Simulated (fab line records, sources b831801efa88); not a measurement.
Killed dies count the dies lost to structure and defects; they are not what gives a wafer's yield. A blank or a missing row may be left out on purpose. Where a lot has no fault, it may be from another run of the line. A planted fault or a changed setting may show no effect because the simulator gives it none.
Which tool was responsible? ; flow gf180mcu ; 72 wafers from 24 lots sampled at 4 of the route's 602 steps

WHAT EACH GAUGE READ, for each wafer
GF_M5_OVL_MEAS_08. Usual: M5_OVL 2 nm, standard deviation 5.7.
lot;measured;on;M5_OVL (nm);flag
L074;day 26 06:20;overlay-01;-5 -2 -4;
L075;day 26 15:27;overlay-02;7 3 5;
L076;day 26 22:55;overlay-02;-3 -7 5;
L077;day 27 04:54;overlay-01;6 10 7;
L078;day 27 11:56;overlay-01;2 3 6;
L079;day 27 12:35;overlay-01;4 1 0;
L080;day 28 00:11;overlay-01;2 0 4;
L081;day 28 06:20;overlay-01;10 5 1;
L082;day 28 15:47;overlay-01;6 2 -2;
L083;day 29 02:56;overlay-02;16 19 14;
L084;day 29 09:59;overlay-02;-3 -8 2;
L085;day 29 16:57;overlay-01;8 2 5;
L086;day 30 03:02;overlay-01;2 13 0;
L087;day 30 07:42;overlay-01;9 12 -1;
L088;day 30 09:44;overlay-02;-4 -2 -9;
L089;day 30 18:20;overlay-01;0 4 4;
L090;day 31 04:44;overlay-01;4 -4 -1;
L091;day 31 06:23;overlay-01;-7 -2 -10;
L092;day 31 11:47;overlay-01;-7 1 1;
L093;day 31 17:53;overlay-02;-4 -6 -7;
L094;day 32 04:44;overlay-02;6 8 4;
L095;day 32 20:31;overlay-01;2 14 2;
L096;day 32 22:11;overlay-02;-1 2 5;
L097;day 33 07:40;overlay-01;4 4 5;

GF_V5_THK_MEAS_03. Usual: V5_CVD_02_THK 1452 nm, standard deviation 16.
lot;measured;on;V5_CVD_02_THK (nm);flag
L074;day 26 07:17;film-metro-03;1457 1456 1465;
L075;day 26 16:26;film-metro-03;1417 1439 1455;
L076;day 26 23:53;film-metro-03;1434 1434 1456;
L077;day 27 05:50;film-metro-02;1442 1466 1469;
L078;day 27 12:56;film-metro-01;1446 1429 1448;
L079;day 27 13:31;film-metro-02;1442 1428 1474;
L080;day 28 01:07;film-metro-01;1434 1445 1443;
L081;day 28 07:16;film-metro-03;1454 1436 1439;
L082;day 28 16:44;film-metro-02;1440 1426 1451;
L083;day 29 03:53;film-metro-01;1446 1452 1453;
L084;day 29 11:05;film-metro-03;1431 1446 1439;
L085;day 29 18:04;film-metro-03;1466 1497 1469;
L086;day 30 04:00;film-metro-01;1464 1482 1484;
L087;day 30 08:40;film-metro-03;1432 1458 1463;
L088;day 30 10:41;film-metro-02;1448 1431 1466;
L089;day 30 19:17;film-metro-01;1430 1439 1472;
L090;day 31 05:43;film-metro-01;1456 1474 1486;
L091;day 31 07:22;film-metro-03;1446 1433 1436;
L092;day 31 12:46;film-metro-02;1433 1448 1454;
L093;day 31 18:54;film-metro-02;1438 1451 1461;
L094;day 32 05:40;film-metro-01;1443 1450 1462;
L095;day 32 21:31;film-metro-03;1460 1451 1441;
L096;day 32 23:09;film-metro-02;1431 1456 1465;
L097;day 33 08:38;film-metro-01;1461 1438 1456;

TOOL THAT RAN EACH LOT (tool first, then ch and the chambers of the sampled wafers, then the start)
lot;GF_M5_ETCH_09;GF_M5_METAL_ETCH_10
L074;rie-diel-02 ch 0,1,2, day 26 06:22;rie-metal-04 ch 0,1, day 26 06:24
L075;rie-diel-04 ch 0,1,2, day 26 15:28;rie-metal-04 ch 0,1, day 26 15:32
L076;rie-diel-02 ch 0,1,3, day 26 22:57;rie-metal-02 ch 0,1, day 26 22:58
L077;rie-diel-04 ch 0,2, day 27 04:55;rie-metal-01 ch 0,1, day 27 04:59
L078;rie-diel-01 ch 1,2, day 27 11:58;rie-metal-04 ch 0,1, day 27 12:00
L079;rie-diel-04 ch 0,2,3, day 27 12:37;rie-metal-02 ch 0,1, day 27 12:39
L080;rie-diel-04 ch 0,1,3, day 28 00:13;rie-metal-02 ch 0,1, day 28 00:15
L081;rie-diel-01 ch 0,2,3, day 28 06:22;rie-metal-04 ch 0,1, day 28 06:23
L082;rie-diel-02 ch 0,1,3, day 28 15:49;rie-metal-01 ch 0,1, day 28 15:50
L083;rie-diel-04 ch 0,2, day 29 02:58;rie-metal-01 ch 0, day 29 02:59
L084;rie-diel-01 ch 1,3, day 29 10:01;rie-metal-02 ch 0, day 29 10:05
L085;rie-diel-01 ch 1,2, day 29 16:58;rie-metal-01 ch 1, day 29 17:05
L086;rie-diel-04 ch 1,3, day 30 03:04;rie-metal-02 ch 0,1, day 30 03:05
L087;rie-diel-04 ch 1,2, day 30 07:43;rie-metal-02 ch 0,1, day 30 07:47
L088;rie-diel-04 ch 0,1,2, day 30 09:46;rie-metal-04 ch 0,1, day 30 09:47
L089;rie-diel-01 ch 0,1,3, day 30 18:22;rie-metal-04 ch 0,1, day 30 18:24
L090;rie-diel-04 ch 3, day 31 04:46;rie-metal-04 ch 0,1, day 31 04:49
L091;rie-diel-04 ch 1,3, day 31 06:25;rie-metal-04 ch 0,1, day 31 06:28
L092;rie-diel-04 ch 1,2,3, day 31 11:49;rie-metal-04 ch 0,1, day 31 11:50
L093;rie-diel-04 ch 0,3, day 31 17:55;rie-metal-04 ch 0,1, day 31 17:56
L094;rie-diel-02 ch 1,2,3, day 32 04:46;rie-metal-04 ch 0,1, day 32 04:47
L095;rie-diel-04 ch 0,2,3, day 32 20:33;rie-metal-02 ch 0,1, day 32 20:34
L096;rie-diel-02 ch 0,2, day 32 22:13;rie-metal-02 ch 0,1, day 32 22:14
L097;rie-diel-02 ch 0,1,2, day 33 07:42;rie-metal-02 ch 0,1, day 33 07:43
- GF_M5_ETCH_09: etches Si3N4 in CF4/O2, target depth 52 nm, time 11.6 s.
- GF_M5_METAL_ETCH_10: etches the open film in Cl2/BCl3, stops on SiO2, target depth 750.8 nm, time 125.1 s.

WHAT THE TOOLS THEMSELVES READ (means of the sampled wafers that have a number; where no wafer has one, the mark that the record gives instead)
GF_M5_ETCH_09. Usual: drypump-motor-current-A 5.8 A, standard deviation 0.44; oes-product-au 1.000 a.u., standard deviation 0.0078; throttle-valve-pct 5.969 %, standard deviation 0.0093.
lot;tool;drypump-motor-current-A (A);oes-product-au (a.u.);throttle-valve-pct (%);flag
L074;rie-diel-02;5.9;1.003;5.965;
L075;rie-diel-04;5.9;0.995;5.962;
L076;rie-diel-02;5.7;0.999;5.974;
L077;rie-diel-04;6.1;0.997;5.968;
L078;rie-diel-01;5.7;1.007;5.970;
L079;rie-diel-04;5.8;0.990;5.970;
L080;rie-diel-04;5.7;1.000;5.972;
L081;rie-diel-01;6.0;1.011;5.965;
L082;rie-diel-02;5.7;1.001;5.967;
L083;rie-diel-04;5.9;0.993;5.979;
L084;rie-diel-01;5.9;1.007;5.980;
L085;rie-diel-01;5.7;1.010;5.981;
L086;rie-diel-04;5.6;0.998;5.962;
L087;rie-diel-04;6.0;1.004;5.970;
L088;rie-diel-04;5.9;0.998;5.970;
L089;rie-diel-01;5.5;1.010;5.969;
L090;rie-diel-04;5.4;1.003;5.968;
L091;rie-diel-04;5.6;1.000;5.973;
L092;rie-diel-04;5.8;0.992;5.967;
L093;rie-diel-04;5.7;0.993;5.953;
L094;rie-diel-02;6.0;0.994;5.973;
L095;rie-diel-04;5.8;1.001;5.967;
L096;rie-diel-02;6.1;0.991;5.965;
L097;rie-diel-02;5.9;0.994;5.962;

GF_M5_METAL_ETCH_10. Usual: bcl3-flow-sccm 40.00 sccm, standard deviation 0.12; drypump-motor-current-A 6.0 A, standard deviation 0.51; oes-product-au 0.984 a.u., standard deviation 0.0059; throttle-valve-pct 28.236 %, standard deviation 0.0094.
lot;tool;bcl3-flow-sccm (sccm);drypump-motor-current-A (A);oes-product-au (a.u.);throttle-valve-pct (%);flag
L074;rie-metal-04;39.95;6.3;0.991;28.239;
L075;rie-metal-04;40.10;6.3;0.984;28.240;
L076;rie-metal-02;39.98;6.1;0.987;28.228;
L077;rie-metal-01;39.96;5.6;0.987;28.240;
L078;rie-metal-04;40.03;6.3;0.986;28.226;
L079;rie-metal-02;39.87;5.8;0.983;28.232;
L080;rie-metal-02;39.97;6.1;0.990;28.243;
L081;rie-metal-04;40.06;5.8;0.974;28.237;
L082;rie-metal-01;39.97;5.9;0.983;28.232;
L083;rie-metal-01;40.01;5.4;0.988;28.243;
L084;rie-metal-02;40.05;6.2;0.989;28.229;
L085;rie-metal-01;39.99;6.1;0.985;28.236;
L086;rie-metal-02;40.14;6.1;0.983;28.239;
L087;rie-metal-02;39.99;5.8;0.982;28.235;
L088;rie-metal-04;40.02;5.8;0.980;28.231;
L089;rie-metal-04;40.10;6.3;0.978;28.248;
L090;rie-metal-04;39.93;6.3;0.979;28.236;
L091;rie-metal-04;40.06;6.3;0.984;28.241;
L092;rie-metal-04;40.10;5.8;0.987;28.231;
L093;rie-metal-04;40.10;5.8;0.987;28.239;
L094;rie-metal-04;39.99;5.8;0.984;28.242;
L095;rie-metal-02;40.12;5.8;0.981;28.227;
L096;rie-metal-02;39.94;6.1;0.988;28.239;
L097;rie-metal-02;40.06;6.1;0.984;28.248;

THE ANSWER, worked out from the rows above alone
Rule: take the mean of a lot's wafers that have a number; if it is more than 3 standard deviations from the usual mean, the lot is off. Also off: a lot with no number at a reading for which 4 or more lots have one. The other lots that the step has rows for count as sound. After the gauges, taken in route order, come the tools' own readings; for these a lot's mean is taken, as printed above. At the first step where some lot is off, the reading lying furthest off is the one used; lots without a number count as furthest.
No lot is off on any of the readings shown, so nothing can be concluded from this.

WHAT THE SIMULATOR PUT IN
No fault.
